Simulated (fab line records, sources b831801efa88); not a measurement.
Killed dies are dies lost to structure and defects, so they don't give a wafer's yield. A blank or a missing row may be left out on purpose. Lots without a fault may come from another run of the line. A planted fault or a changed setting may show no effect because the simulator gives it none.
fab line records | flow gf180mcu
record lots=5 wafers=15 last_day=34
route steps=602 shown M4@460 V4@476
lots that met no fault: from a run of the same line without faults
start_h: hours from the record's first day to the start of the lot's first wafer shown | wait_h: hours since the lot's step before | " the same as in the row above | L1.1+2: a row that stands for several wafers | - no value, or no start given | * or withheld: withheld | < > ~ a bound
route shown NAME@n: a module of which the file shows steps, and the number in the route of the first | usual: mean/standard deviation of fault-free wafers | same: alike in all rows | chamber/n: place in a boat | sites: the reading at each site | _std_site: their standard deviation | _edge_site: outer sites' mean less inner sites' | radius_mm: how far each site lies from the wafer's centre | mask NAME#n: copy n | behind: the tool/chamber that last shaped the wafer | hold: why the lot was held/for how many hours/how that ended | device: the transistor (n, p or np) that didn't switch | end of line: the same wafers' tests at the end of the route | a step without rows: its recipe alone | killed: dies lost to structure and defects at the first sort, not the wafer's yield | map: a wafer's dies, x killed, . not, _ none there
set.NAME: the setting as run; set.NAME@STEP: as run at that earlier step | model.NAME: the simulator's own value behind a step, which no gauge read
lots at some steps of the route; a table a step, a row a wafer
services: from which hour (start_h, from the record's first day; less than 0 if before it) a tool's chamber was out of use, for how many hours, and why
## steps
# step GF_M4_SPUTTER_04
# recipe material=TiN target_thk_nm=50 power_w=6500 time_s=41.7 chamber_pressure_pa=0.4
# usual throttle_valve_pct=30.1/1.2
# columns lot.wafer tool chamber start_h wait_h throttle_valve_pct
L075.1 pvd_sputter-02 - 517.73 0.0 30.4
L075.2 " - " " 31.1
L075.3 " - " " 28.9
L087.2 pvd_sputter-02 - 627.10 0.0 29.0
L087.3 " - " " 29.9
L087.6 " - " " 28.6
L090.2 pvd_sputter-02 - 647.65 0.0 30.0
L090.3 " - " " 29.4
L090.4 " - " " 31.1
L092.1 pvd_sputter-04 - 671.21 0.0 32.2
L092.2 " - " " 30.1
L092.6 " - " " 29.7
L096.1 pvd_sputter-02 - 692.91 0.0 29.0
L096.5 " - " " 30.8
L096.6 " - " " 28.8
# step GF_M4_RS_MEAS_05
# recipe thk_meas_gauge=four-point-probe reads=TiN_of_M4_SPUTTER_04+Ti_of_M4_SPUTTER_03+AlCu_of_M4_SPUTTER_02+TiN_of_M4_SPUTTER_01+Ti_of_M4_SPUTTER_00
# usual M4_ALCU_RS=0.0694/0.00056
# columns lot.wafer tool chamber start_h wait_h M4_ALCU_RS[ohm/sq]
L075.1 film_metro-04 - 517.77 0.0 0.0702
L075.2 " - " " 0.0698
L075.3 " - " " 0.0693
L087.2 film_metro-04 - 627.16 0.0 0.0687
L087.3 " - " " 0.0686
L087.6 " - " " 0.0690
L090.2 film_metro-02 - 647.72 0.0 0.0703
L090.3 " - " " 0.0704
L090.4 " - " " 0.0699
L092.1 film_metro-04 - 671.25 0.0 0.0696
L092.2 " - " " 0.0697
L092.6 " - " " 0.0699
L096.1 film_metro-04 - 692.95 0.0 0.0696
L096.5 " - " " 0.0695
L096.6 " - " " 0.0696
# step GF_M4_THK_MEAS_06
# recipe thk_meas_gauge=xrf reads=AlCu_of_M4_SPUTTER_02
# usual M4_ALCU_THK=448/3.7
# columns lot.wafer tool chamber start_h wait_h M4_ALCU_THK[nm]
L075.1 film_metro-04 - 517.89 0.1 444
L075.2 " - " " 448
L075.3 " - " " 451
L087.2 film_metro-04 - 627.27 0.1 453
L087.3 " - " " 456
L087.6 " - " " 453
L090.2 film_metro-02 - 647.83 0.1 442
L090.3 " - " " 443
L090.4 " - " " 443
L092.1 film_metro-04 - 671.37 0.1 443
L092.2 " - " " 444
L092.6 " - " " 443
L096.1 film_metro-04 - 693.07 0.1 451
L096.5 " - " " 449
L096.6 " - " " 449
# step GF_M4_DEHYDRATE_07
# recipe temp_c=200 time_s=60
# usual plate_temp_C=200.02/0.16
# columns lot.wafer tool chamber start_h wait_h plate_temp_C
L075.1 litho_track-04 0 528.86 11.0 200.07
L075.2 " 0 " " 199.95
L075.3 " 0 " " 200.01
L087.2 litho_track-01 0 635.30 8.0 199.84
L087.3 " 0 " " 199.98
L087.6 " 0 " " 199.84
L090.2 litho_track-02 0 656.18 8.3 199.85
L090.3 " 0 " " 199.86
L090.4 " 0 " " 199.99
L092.1 litho_track-01 0 679.72 8.3 200.32
L092.2 " 0 " " 199.89
L092.6 " 0 " " 199.92
L096.1 litho_track-02 0 701.21 8.1 199.64
L096.5 " 0 " " 199.91
L096.6 " 0 " " 199.94
# step GF_M4_HMDS_08
# recipe prime_time_s=60 prime_temp_c=120
# columns lot.wafer tool chamber start_h wait_h
L075.1+2+3 litho_track-04 0 529.01 0.1
L087.2+3+6 litho_track-01 0 635.45 0.1
L090.2+3+4 litho_track-02 0 656.33 0.1
L092.1+2+6 litho_track-01 0 679.87 0.1
L096.1+5+6 litho_track-02 0 701.36 0.1
# step GF_M4_COAT_09
# recipe resist=KrF spin_rpm=withheld resist_thk_nm=1000
# columns lot.wafer tool chamber start_h wait_h
L075.1+2+3 litho_track-04 0 529.16 0.1
L087.2+3+6 litho_track-01 0 635.60 0.1
L090.2+3+4 litho_track-02 0 656.48 0.1
L092.1+2+6 litho_track-01 0 680.02 0.1
L096.1+5+6 litho_track-02 0 701.51 0.1
# step GF_M4_SOFTBAKE_10
# recipe temp_c=130 time_s=60.87 resist=KrF
# usual plate_sensor_t_centre_C=131.02/0.0087 plate_sensor_t_edge_C=131.21/0.0096
# columns lot.wafer tool chamber start_h wait_h plate_sensor_t_centre_C plate_sensor_t_edge_C
L075.1 litho_track-04 0 529.31 0.1 131.02 131.21
L075.2 " 0 " " 131.01 131.21
L075.3 " 0 " " 131.01 131.2
L087.2 litho_track-01 0 635.75 0.1 131.02 131.21
L087.3 " 0 " " 131.01 131.2
L087.6 " 0 " " 131.02 131.22
L090.2 litho_track-02 0 656.63 0.1 131.03 131.21
L090.3 " 0 " " 131.02 131.21
L090.4 " 0 " " 131.01 131.2
L092.1 litho_track-01 0 680.17 0.1 131 131.22
L092.2 " 0 " " 131.02 131.21
L092.6 " 0 " " 131.02 131.21
L096.1 litho_track-02 0 701.66 0.1 131.01 131.2
L096.5 " 0 " " 131.04 131.22
L096.6 " 0 " " 131.03 131.21
# step GF_M4_EXPOSE_11
# recipe mask_id=Metal4 target_cd_nm=280 na=0.68 source_shape=conventional sigma_outer=0.6 dose_mj=28
# columns lot.wafer tool chamber start_h wait_h mask
L075.1+2+3 krf_scanner-01 0 - - Metal4#0
L087.2+3+6 krf_scanner-02 0 - - Metal4#0
L090.2+3+4 krf_scanner-02 0 - - Metal4#0
L092.1+2+6 krf_scanner-01 0 - - Metal4#0
L096.1+5+6 krf_scanner-01 0 - - Metal4#0
# step GF_M4_PEB_12
# recipe peb_temp_c=135 peb_time_s=90 resist=KrF
# usual plate_temp_C=134.99/0.14
# columns lot.wafer tool chamber start_h wait_h plate_temp_C
L075.1 litho_track-04 0 - - 134.79
L075.2 " 0 " " 135.06
L075.3 " 0 " " 134.67
L087.2 litho_track-01 0 - - 135.00
L087.3 " 0 " " 135.09
L087.6 " 0 " " 135.07
L090.2 litho_track-01 0 - - 134.93
L090.3 " 0 " " 134.96
L090.4 " 0 " " 135.05
L092.1 litho_track-04 0 - - 135.06
L092.2 " 0 " " 135.00
L092.6 " 0 " " 135.05
L096.1 litho_track-02 0 - - 135.05
L096.5 " 0 " " 135.19
L096.6 " 0 " " 134.94
# step GF_M4_DEVELOP_13
# recipe develop_time_s=60 dev_temp_c=21
# columns lot.wafer tool chamber start_h wait_h
L075.1+2+3 litho_track-04 0 540.46 0.2
L087.2+3+6 litho_track-01 0 646.10 0.2
L090.2+3+4 litho_track-01 0 666.75 0.2
L092.1+2+6 litho_track-04 0 689.90 0.2
L096.1+5+6 litho_track-02 0 711.01 0.2
# step GF_M4_CD_MEAS_14
# recipe target_cd_nm=280
# usual cd_nm=279.6/1.3
# columns lot.wafer tool chamber start_h wait_h cd_nm
L075.1 cd_sem-01 - 540.61 0.1 281.2
L075.2 " - " " 280.6
L075.3 " - " " 280.8
L087.2 cd_sem-01 - 646.24 0.1 279.2
L087.3 " - " " 277.5
L087.6 " - " " 279.5
L090.2 cd_sem-02 - 666.89 0.1 277.8
L090.3 " - " " 277.5
L090.4 " - " " 277.0
L092.1 cd_sem-01 - 690.05 0.1 278.7
L092.2 " - " " 278.1
L092.6 " - " " 278.5
L096.1 cd_sem-02 - 711.16 0.1 277.8
L096.5 " - " " 277.2
L096.6 " - " " 276.8
# step GF_M4_OVL_MEAS_15
# usual M4_OVL=-7/7.6
# columns lot.wafer tool chamber start_h wait_h M4_OVL[nm]
L075.1 overlay-01 - 540.73 0.1 -21
L075.2 " - " " -15
L075.3 " - " " -18
L087.2 overlay-01 - 646.35 0.1 0
L087.3 " - " " 1
L087.6 " - " " -1
L090.2 overlay-02 - 667.00 0.1 2
L090.3 " - " " 4
L090.4 " - " " 3
L092.1 overlay-01 - 690.17 0.1 -18
L092.2 " - " " -24
L092.6 " - " " -21
L096.1 overlay-02 - 711.31 0.1 -19
L096.5 " - " " -19
L096.6 " - " " -9
# step GF_M4_METAL_ETCH_16
# recipe chemistry=Cl2/BCl3 mask_material=KrF target_depth_nm=627.5 stop_on=SiO2 pressure_mtorr=8 icp_w=800 bias_w=140 Cl2_flow_sccm=80 bcl3_flow_sccm=40 time_s=104.6
# usual bias_w=140.0/0.41 drypump_motor_current_A=5.67/0.29 oes_product_au=0.973/0.0059 throttle_valve_pct=28.249/0.0099
# columns lot.wafer tool chamber start_h wait_h bias_w drypump_motor_current_A oes_product_au rf_hours_counter_h throttle_valve_pct
L075.1 rie_metal-04 1 540.76 0.0 139.8 5.54 0.972 9 28.244
L075.2 " 0 " " 140.4 5.37 0.966 8 28.246
L075.3 " 0 " " 140.7 5.37 0.977 - 28.245
L087.2 rie_metal-02 1 646.38 0.0 139.7 6.19 0.973 9 28.245
L087.3 " 0 " " 140.2 5.82 0.984 - 28.239
L087.6 " 0 " " 140.4 5.80 0.974 - 28.257
L090.2 rie_metal-03 0 667.06 0.1 140.1 6.08 0.971 - 28.239
L090.3 " 0 " " 140.1 6.09 0.971 - 28.261
L090.4 " 0 " " 139.4 6.08 0.972 - 28.254
L092.1 rie_metal-04 1 690.21 0.0 140.0 5.62 0.982 1 28.230
L092.2 " 0 " " 140.4 5.36 0.971 13 28.253
L092.6 " 1 " " 140.0 5.60 0.967 - 28.258
L096.1 rie_metal-04 1 711.35 0.0 140.4 5.59 0.970 2 28.236
L096.5 " 0 " " 139.9 5.33 0.978 - 28.254
L096.6 " 1 " " 140.6 5.57 0.980 - 28.253
# step GF_M4_STRIP_17
# recipe chemistry=O2/N2 power_w=1400 pressure_mtorr=1500 platen_temp_c=250 o2_flow_sccm=3000 n2_flow_sccm=300 overash_fraction=0.5
# usual drypump_motor_current_A=5.7/0.44 heater_power_w=332/19 oes_product_au=0.558/0.0045 strip_time_to_endpoint_s=7.88/0.034
# columns lot.wafer tool chamber start_h wait_h drypump_motor_current_A heater_power_w oes_product_au rf_hours_counter_h strip_time_to_endpoint_s
L075.1 plasma_asher-04 0 540.87 0.1 6.1 310 0.558 73 7.88
L075.2 " 1 " " 6.1 332 0.559 73 7.93
L075.3 " 1 " " 6.1 320 0.554 - 7.90
L087.2 plasma_asher-01 0 646.49 0.1 6.1 355 0.561 59 7.85
L087.3 " 1 " " 5.5 334 0.561 - 7.84
L087.6 " 1 " " 5.5 330 0.555 - 7.87
L090.2 plasma_asher-03 0 667.25 0.1 5.4 326 0.559 97 7.83
L090.3 " 0 " " 5.4 330 0.556 - 7.87
L090.4 " 1 " " 4.9 325 0.549 - 7.83
L092.1 plasma_asher-04 0 690.32 0.1 6.2 310 0.562 89 7.91
L092.2 " 1 " " 6.1 324 0.557 89 7.89
L092.6 " 1 " " 6.1 330 0.559 - 7.87
L096.1 plasma_asher-01 1 711.46 0.1 5.4 345 0.560 66 7.89
L096.5 " 1 " " 5.4 339 0.567 - 7.94
L096.6 " 0 " " 6.1 364 0.560 - 7.89
# step GF_M4_STRIP_18
# recipe chemistry=post_etch_residue_remover time_s=1200 temp_c=72.5
# usual temp_c=72.47/0.12
# columns lot.wafer tool chamber start_h wait_h temp_c
L075.1 wet_bench-04 2 540.97 0.1 72.31
L075.2 " 2 " " 72.30
L075.3 " 2 " " 72.29
L087.2 wet_bench-02 1 646.59 0.1 72.49
L087.3 " 1 " " 72.60
L087.6 " 1 " " 72.38
L090.2 wet_bench-01 1 667.35 0.1 72.67
L090.3 " 1 " " 72.74
L090.4 " 1 " " 72.54
L092.1 wet_bench-01 0 690.42 0.1 72.56
L092.2 " 0 " " 72.61
L092.6 " 0 " " 72.54
L096.1 wet_bench-02 1 711.56 0.1 72.49
L096.5 " 1 " " 72.37
L096.6 " 1 " " 72.61
# step GF_M4_CLEAN_19
# recipe chemistry=DIW dry=n2_spin
# columns lot.wafer tool chamber start_h wait_h
L075.1+2+3 wet_bench-01 2 541.32 0.0
L087.2+3+6 wet_bench-04 1 646.93 0.0
L090.2+3+4 wet_bench-04 0 667.72 0.0
L092.1+2+6 wet_bench-02 0 691.11 0.0
L096.1+5+6 wet_bench-02 1 711.90 0.0
# step GF_V4_CVD_00
# recipe material=SiO2 target_thk_nm=600 sigma_open_frac=0.3 temp_c=400 time_s=100 sih4_flow_sccm=60 pressure_mtorr=6
# usual susceptor_temp_C=399.97/0.19
# columns lot.wafer tool chamber start_h wait_h susceptor_temp_C
L075.1 hdpcvd-01 0 541.41 0.0 399.71
L075.2 " 2 " " 399.74
L075.3 " 1 " " 399.88
L087.2 hdpcvd-01 1 647.02 0.0 399.88
L087.3 " 2 " " 399.81
L087.6 " 1 " " 399.99
L090.2 hdpcvd-01 1 667.83 0.0 399.84
L090.3 " 0 " " 400.28
L090.4 " 0 " " 400.05
L092.1 hdpcvd-01 0 691.20 0.0 399.99
L092.2 " 2 " " 400.28
L092.6 " 1 " " 399.69
L096.1 hdpcvd-02 0 711.99 0.0 400.00
L096.5 " 1 " " 399.76
L096.6 " 0 " " 400.05
# step GF_V4_THK_MEAS_01
# recipe reads=SiO2_of_V4_CVD_00
# usual V4_CVD_00_THK=598/5.5
# columns lot.wafer tool chamber start_h wait_h V4_CVD_00_THK[nm]
L075.1 film_metro-04 - 541.48 0.0 601
L075.2 " - " " 591
L075.3 " - " " 587
L087.2 film_metro-04 - 647.11 0.0 598
L087.3 " - " " 599
L087.6 " - " " 600
L090.2 film_metro-01 - 667.92 0.0 598
L090.3 " - " " 598
L090.4 " - " " 601
L092.1 film_metro-04 - 691.27 0.0 604
L092.2 " - " " 592
L092.6 " - " " 593
L096.1 film_metro-04 - 712.06 0.0 606
L096.5 " - " " 595
L096.6 " - " " 609
# step GF_V4_CVD_02
# recipe material=SiO2 target_thk_nm=850 precursor=TEOS temp_c=400 time_s=94.851 rf_w=600
# usual heater_power_w=666/79 susceptor_temp_C=399.99/0.23
# columns lot.wafer tool chamber start_h wait_h heater_power_w susceptor_temp_C
L075.1 pecvd-03 1 541.54 0.1 771 399.90
L075.2 " 2 " " 594 400.30
L075.3 " 0 " " 686 399.95
L087.2 pecvd-01 2 647.16 0.0 686 399.47
L087.3 " 0 " " 619 399.63
L087.6 " 2 " " 740 400.13
L090.2 pecvd-01 0 667.97 0.0 720 399.71
L090.3 " 2 " " 645 399.70
L090.4 " 0 " " 588 399.50
L092.1 pecvd-03 1 691.33 0.1 802 399.74
L092.2 " 2 " " 583 400.31
L092.6 " 1 " " 637 399.91
L096.1 pecvd-03 2 712.12 0.1 591 400.05
L096.5 " 2 " " 472 400.01
L096.6 " 1 " " 642 399.96
# step GF_V4_THK_MEAS_03
# recipe reads=SiO2_of_V4_CVD_02
# usual V4_CVD_02_THK=853/10
# columns lot.wafer tool chamber start_h wait_h V4_CVD_02_THK[nm]
L075.1 film_metro-01 - 541.61 0.0 852
L075.2 " - " " 838
L075.3 " - " " 855
L087.2 film_metro-03 - 647.23 0.0 851
L087.3 " - " " 858
L087.6 " - " " 864
L090.2 film_metro-04 - 668.04 0.0 853
L090.3 " - " " 847
L090.4 " - " " 863
L092.1 film_metro-01 - 691.40 0.0 846
L092.2 " - " " 833
L092.6 " - " " 859
L096.1 film_metro-04 - 712.19 0.0 836
L096.5 " - " " 851
L096.6 " - " " 860
# step GF_V4_CMP_04
# recipe material=SiO2 down_force_psi=4 platen_rpm=60 pad_velocity_m_s=0.94248
# usual motor_current_A=13.2/0.77 time_to_endpoint_s=81/4.8
# columns lot.wafer tool chamber start_h wait_h motor_current_A time_to_endpoint_s
L075.1 cmp-01 0 541.67 0.1 14.7 87
L075.2 " 1 " " 12.3 81
L075.3 " 2 " " 12.3 86
L087.3 cmp-01 1 647.33 0.1 12.7 79
L087.2 " 3 " " 13.3 75
L087.6 " 1 " " 12.9 83
L090.3 cmp-02 1 668.09 0.0 13.6 74
L090.2 " 3 " " 14.4 77
L090.4 " 0 " " 14.0 80
L092.2 cmp-02 3 691.46 0.0 14.0 74
L092.1 " 0 " " 13.2 78
L092.6 " 3 " " 13.1 80
L096.1 cmp-02 0 712.40 0.2 13.2 73
L096.5 " 2 " " 13.2 79
L096.6 " 3 " " 14.5 79
# step GF_V4_BOW_MEAS_05
# recipe mode=bow
# usual V4_BOW=136/9.3
# columns lot.wafer tool chamber start_h wait_h V4_BOW[um]
L075.1 film_metro-03 - 541.97 0.2 146
L075.2 " - " " 136
L075.3 " - " " 129
L087.2 film_metro-03 - 647.60 0.1 138
L087.3 " - " " 136
L087.6 " - " " 132
L090.2 film_metro-01 - 668.41 0.2 134
L090.3 " - " " 128
L090.4 " - " " 138
L092.1 film_metro-04 - 691.76 0.2 130
L092.2 " - " " 119
L092.6 " - " " 124
L096.1 film_metro-01 - 712.60 0.1 133
L096.5 " - " " 131
L096.6 " - " " 122
# step GF_V4_DEHYDRATE_06
# recipe temp_c=200 time_s=60
# usual plate_temp_C=199.99/0.15
# columns lot.wafer tool chamber start_h wait_h plate_temp_C
L075.1 litho_track-04 0 552.71 10.7 199.92
L075.2 " 0 " " 200.04
L075.3 " 0 " " 199.91
L087.2 litho_track-03 0 655.98 8.4 200.13
L087.3 " 0 " " 200.11
L087.6 " 0 " " 200.00
L090.2 litho_track-02 0 676.88 8.4 200.28
L090.3 " 0 " " 200.01
L090.4 " 0 " " 200.32
L092.1 litho_track-02 0 699.86 8.1 200.13
L092.2 " 0 " " 200.08
L092.6 " 0 " " 200.06
L096.1 litho_track-02 0 720.61 8.0 199.71
L096.5 " 0 " " 199.71
L096.6 " 0 " " 200.09
# step GF_V4_HMDS_07
# recipe prime_time_s=60 prime_temp_c=120
# columns lot.wafer tool chamber start_h wait_h
L075.1+2+3 litho_track-04 0 552.86 0.1
L087.2+3+6 litho_track-03 0 656.13 0.1
L090.2+3+4 litho_track-02 0 677.03 0.1
L092.1+2+6 litho_track-02 0 700.01 0.1
L096.1+5+6 litho_track-02 0 720.76 0.1
# step GF_V4_COAT_08
# recipe resist=BARC temp_c=withheld time_s=withheld spin_rpm=withheld resist_thk_nm=withheld
# columns lot.wafer tool chamber start_h wait_h
L075.1+2+3 litho_track-04 0 553.01 0.1
L087.2+3+6 litho_track-03 0 656.28 0.1
L090.2+3+4 litho_track-02 0 677.18 0.1
L092.1+2+6 litho_track-02 0 700.16 0.1
L096.1+5+6 litho_track-02 0 720.91 0.1
# step GF_V4_COAT_09
# recipe resist=KrF spin_rpm=withheld resist_thk_nm=1000
# columns lot.wafer tool chamber start_h wait_h
L075.1+2+3 litho_track-04 0 - -
L087.2+3+6 litho_track-03 0 - -
L090.2+3+4 litho_track-02 0 - -
L092.1+2+6 litho_track-02 0 - -
L096.1+5+6 litho_track-02 0 - -
# step GF_V4_SOFTBAKE_10
# recipe temp_c=130 time_s=60 resist=KrF
# usual plate_temp_C=129.99/0.15
# columns lot.wafer tool chamber start_h wait_h plate_temp_C
L075.1 litho_track-04 0 - - 130.17
L075.2 " 0 " " 130.14
L075.3 " 0 " " 130.16
L087.2 litho_track-03 0 - - 130.13
L087.3 " 0 " " 130.28
L087.6 " 0 " " 130.09
L090.2 litho_track-02 0 - - 129.96
L090.3 " 0 " " 130.06
L090.4 " 0 " " 130.15
L092.1 litho_track-02 0 - - 129.94
L092.2 " 0 " " 129.98
L092.6 " 0 " " 130.20
L096.1 litho_track-02 0 - - 130.18
L096.5 " 0 " " 130.28
L096.6 " 0 " " 129.86
# step GF_V4_EXPOSE_11
# recipe mask_id=Via4 target_cd_nm=260 na=0.68 source_shape=conventional sigma_outer=0.6 dose_mj=38
# columns lot.wafer tool chamber start_h wait_h mask
L075.1+2+3 krf_scanner-01 0 - - Via4#0
L087.2+3+6 krf_scanner-01 0 - - Via4#0
L090.2+3+4 krf_scanner-01 0 - - Via4#0
L092.1+2+6 krf_scanner-01 0 - - Via4#0
L096.1+5+6 krf_scanner-01 0 - - Via4#0
# step GF_V4_PEB_12
# recipe peb_temp_c=135 peb_time_s=90 resist=KrF
# usual plate_temp_C=135.01/0.15
# columns lot.wafer tool chamber start_h wait_h plate_temp_C
L075.1 litho_track-03 0 - - 135.01
L075.2 " 0 " " 134.87
L075.3 " 0 " " 134.94
L087.2 litho_track-02 0 - - 135.07
L087.3 " 0 " " 135.01
L087.6 " 0 " " 134.82
L090.2 litho_track-04 0 - - 134.89
L090.3 " 0 " " 134.81
L090.4 " 0 " " 134.86
L092.1 litho_track-03 0 - - 135.28
L092.2 " 0 " " 135.12
L092.6 " 0 " " 134.92
L096.1 litho_track-02 0 - - 135.12
L096.5 " 0 " " 134.95
L096.6 " 0 " " 135.13
# step GF_V4_DEVELOP_13
# recipe develop_time_s=60 resist=KrF dev_temp_c=21
# columns lot.wafer tool chamber start_h wait_h
L075.1+2+3 litho_track-03 0 564.06 0.2
L087.2+3+6 litho_track-02 0 666.48 0.2
L090.2+3+4 litho_track-04 0 687.28 0.2
L092.1+2+6 litho_track-03 0 710.00 0.2
L096.1+5+6 litho_track-02 0 730.61 0.2
# step GF_V4_CD_MEAS_14
# recipe target_cd_nm=260
# usual cd_nm=260.4/1.3
# columns lot.wafer tool chamber start_h wait_h cd_nm
L075.1 cd_sem-02 - 564.21 0.1 259.7
L075.2 " - " " 259.3
L075.3 " - " " 259.8
L087.2 cd_sem-01 - 666.63 0.1 260.9
L087.3 " - " " 261.8
L087.6 " - " " 260.1
L090.2 cd_sem-01 - 687.42 0.1 258.5
L090.3 " - " " 258.4
L090.4 " - " " 259.4
L092.1 cd_sem-01 - 710.15 0.1 261.5
L092.2 " - " " 261.2
L092.6 " - " " 261.3
L096.1 cd_sem-01 - 730.76 0.1 261.9
L096.5 " - " " 261.7
L096.6 " - " " 263.1
# step GF_V4_OVL_MEAS_15
# usual V4_OVL=-2/6.6
# columns lot.wafer tool chamber start_h wait_h V4_OVL[nm]
L075.1 overlay-02 - 564.33 0.1 -17
L075.2 " - " " -4
L075.3 " - " " -11
L087.2 overlay-01 - 666.73 0.1 -9
L087.3 " - " " -13
L087.6 " - " " -8
L090.2 overlay-02 - 687.53 0.1 3
L090.3 " - " " -8
L090.4 " - " " -3
L092.1 overlay-02 - 710.27 0.1 -12
L092.2 " - " " -2
L092.6 " - " " -13
L096.1 overlay-02 - 730.88 0.1 6
L096.5 " - " " -1
L096.6 " - " " 6
# step GF_V4_ETCH_16
# recipe chemistry=N2/H2 target_depth_a=withheld overetch_a=withheld time_s=withheld target=BARC ion_energy_ev=200 source_w=500 bias_w=100 pressure_mtorr=30 n2_flow_sccm=100 h2_flow_sccm=200
# usual bias_w=99.99/0.29 drypump_motor_current_A=5.7/0.33 oes_product_au=0.856/0.0053 throttle_valve_pct=13.225/0.0094
# columns lot.wafer tool chamber start_h wait_h bias_w drypump_motor_current_A oes_product_au throttle_valve_pct
L075.1 rie_diel-01 3 564.36 0.0 99.92 5.7 0.856 13.216
L075.2 " 2 " " 99.72 5.6 0.851 13.240
L075.3 " 1 " " 99.94 5.7 0.846 13.236
L087.2 rie_diel-04 0 666.76 0.0 100.04 5.7 0.851 13.225
L087.3 " 1 " " 100.22 6.3 0.857 13.230
L087.6 " 0 " " 99.76 5.7 0.853 13.235
L090.2 rie_diel-04 3 687.56 0.0 99.56 6.2 0.858 13.232
L090.3 " 1 " " 99.89 6.3 0.865 13.218
L090.4 " 2 " " 100.16 5.8 0.854 13.231
L092.1 rie_diel-01 0 710.31 0.0 100.12 5.3 0.863 13.225
L092.2 " 2 " " 99.99 5.6 0.862 13.217
L092.6 " 3 " " 100.01 5.7 0.853 13.236
L096.1 rie_diel-04 1 730.91 0.0 100.33 6.3 0.849 13.217
L096.5 " 3 " " 99.40 6.2 0.853 13.213
L096.6 " 1 " " 100.21 6.3 0.858 13.218
# step GF_V4_ETCH_17
# recipe chemistry=C4F8/O2/Ar mask_material=KrF target=SiO2 stop_on=TiN source_w=1500 bias_w=1200 pressure_mtorr=40 c4f8_flow_sccm=withheld O2_flow_sccm=6 Ar_flow_sccm=300 time_s=withheld target_depth_a=6300
# usual bias_w=1200/3.7 oes_product_au=0.856/0.0053
# columns lot.wafer tool chamber start_h wait_h bias_w oes_product_au
L075.1 rie_diel-01 3 - - 1203 0.857
L075.2 " 2 " " 1202 0.855
L075.3 " 1 " " 1199 0.856
L087.2 rie_diel-04 0 - - 1198 0.861
L087.3 " 1 " " 1195 0.853
L087.6 " 0 " " 1202 0.856
L090.2 rie_diel-04 3 - - 1198 0.854
L090.3 " 1 " " 1200 0.856
L090.4 " 2 " " 1204 0.859
L092.1 rie_diel-01 0 - - 1200 0.854
L092.2 " 2 " " 1206 0.859
L092.6 " 3 " " 1205 0.854
L096.1 rie_diel-04 1 - - 1198 0.854
L096.5 " 3 " " 1200 0.853
L096.6 " 1 " " 1206 0.849
# step GF_V4_STRIP_18
# recipe chemistry=O2/N2 power_w=1400 pressure_mtorr=1500 platen_temp_c=250 o2_flow_sccm=3000 n2_flow_sccm=300 overash_fraction=0.5
# usual drypump_motor_current_A=5.8/0.54 heater_power_w=350/24 oes_product_au=0.593/0.0047
# columns lot.wafer tool chamber start_h wait_h drypump_motor_current_A heater_power_w oes_product_au rf_hours_counter_h
L075.1 plasma_asher-03 0 564.49 - 5.4 324 0.583 87
L075.2 " 1 " " 4.9 320 0.592 87
L075.3 " 0 " " 5.4 331 0.588 -
L087.2 plasma_asher-02 1 666.89 - 6.0 362 0.599 27
L087.3 " 0 " " 6.5 379 0.588 -
L087.6 " 1 " " 6.0 359 0.596 -
L090.2 plasma_asher-03 1 687.69 - 4.9 313 0.590 99
L090.3 " 0 " " 5.4 315 0.593 -
L090.4 " 1 " " 4.9 321 0.593 -
L092.1 plasma_asher-02 0 710.44 - 6.5 384 0.592 32
L092.2 " 1 " " 6.0 368 0.591 32
L092.6 " 0 " " 6.5 375 0.604 -
L096.1 plasma_asher-02 0 731.04 - 6.5 382 0.601 34
L096.5 " 0 " " 6.5 388 0.592 -
L096.6 " 1 " " 6.0 354 0.599 -
# step GF_V4_STRIP_19
# recipe chemistry=post_etch_residue_remover time_s=1200 temp_c=72.5
# usual temp_c=72.50/0.13
# columns lot.wafer tool chamber start_h wait_h temp_c
L075.1 wet_bench-03 2 564.59 0.1 72.56
L075.2 " 2 " " 72.46
L075.3 " 2 " " 72.53
L087.2 wet_bench-04 1 666.99 0.1 72.60
L087.3 " 1 " " 72.57
L087.6 " 1 " " 72.53
L090.2 wet_bench-04 1 687.79 0.1 72.67
L090.3 " 1 " " 72.60
L090.4 " 1 " " 72.66
L092.1 wet_bench-03 2 710.54 0.1 72.55
L092.2 " 2 " " 72.41
L092.6 " 2 " " 72.55
L096.1 wet_bench-03 0 731.14 0.1 72.33
L096.5 " 0 " " 72.44
L096.6 " 0 " " 72.57
# step GF_V4_CLEAN_20
# recipe chemistry=DIW dry=n2_spin
# columns lot.wafer tool chamber start_h wait_h
L075.1+2+3 wet_bench-04 1 564.93 0.0
L087.2+3+6 wet_bench-03 2 667.40 0.0
L090.2+3+4 wet_bench-03 2 688.13 0.0
L092.1+2+6 wet_bench-04 2 710.91 0.0
L096.1+5+6 wet_bench-04 0 731.48 0.0
# step GF_V4_SPUTTER_21
# recipe material=Ti target_thk_nm=15 chamber_pressure_pa=5 power_w=2500 substrate_temp_c=200 time_s=80.02
# usual substrate_temp_c=200.00/0.16 throttle_valve_pct=30.0/1.2
# columns lot.wafer tool chamber start_h wait_h substrate_temp_c throttle_valve_pct
L075.1 pvd_sputter-01 - 565.02 0.0 200.26 30.9
L075.2 " - " " 200.08 29.0
L075.3 " - " " 200.14 31.5
L087.2 pvd_sputter-01 - 667.49 0.0 200.03 31.4
L087.3 " - " " 200.08 29.3
L087.6 " - " " 199.82 31.5
L090.2 pvd_sputter-01 - 688.22 0.0 199.90 28.8
L090.3 " - " " 199.92 30.9
L090.4 " - " " 200.16 28.9
L092.1 pvd_sputter-04 - 711.00 0.0 199.83 32.1
L092.2 " - " " 200.25 27.0
L092.6 " - " " 200.01 30.1
L096.1 pvd_sputter-01 - 731.58 0.0 200.20 29.2
L096.5 " - " " 199.96 28.6
L096.6 " - " " 199.79 31.1
## services
# columns tool chamber start_h hours kind
rie_diel-04 0 495.32 41.5 repair
rie_diel-04 1 498.53 4.6 repair
krf_scanner-01 - 498.93 0.4 repair
krf_scanner-01 - 517.98 1.3 pm
rie_diel-01 0 523.78 6.3 repair
rie_diel-01 0 534.45 6.8 repair
krf_scanner-01 - 548.98 0.8 pm
krf_scanner-01 - 560.04 0.7 repair
pvd_sputter-01 - 568.82 0.5 repair
krf_scanner-01 - 578.58 2.3 repair
rie_diel-01 - 583.99 2.8 pm
krf_scanner-01 - 591.75 1.3 repair
krf_scanner-01 - 593.04 1.0 pm
krf_scanner-01 - 596.91 3.6 pm
rie_diel-04 - 604.02 14.6 pm
krf_scanner-01 - 614.11 0.3 repair
pvd_sputter-02 - 614.78 1.8 repair
hdpcvd-01 - 628.88 6.0 pm
rie_diel-01 2 638.62 6.2 repair
krf_scanner-01 - 663.66 9.0 repair
rie_diel-04 3 691.63 4.1 repair
krf_scanner-01 - 693.88 1.3 pm
krf_scanner-01 - 717.78 0.8 pm
rie_diel-04 2 723.91 9.9 repair
## key
fault none
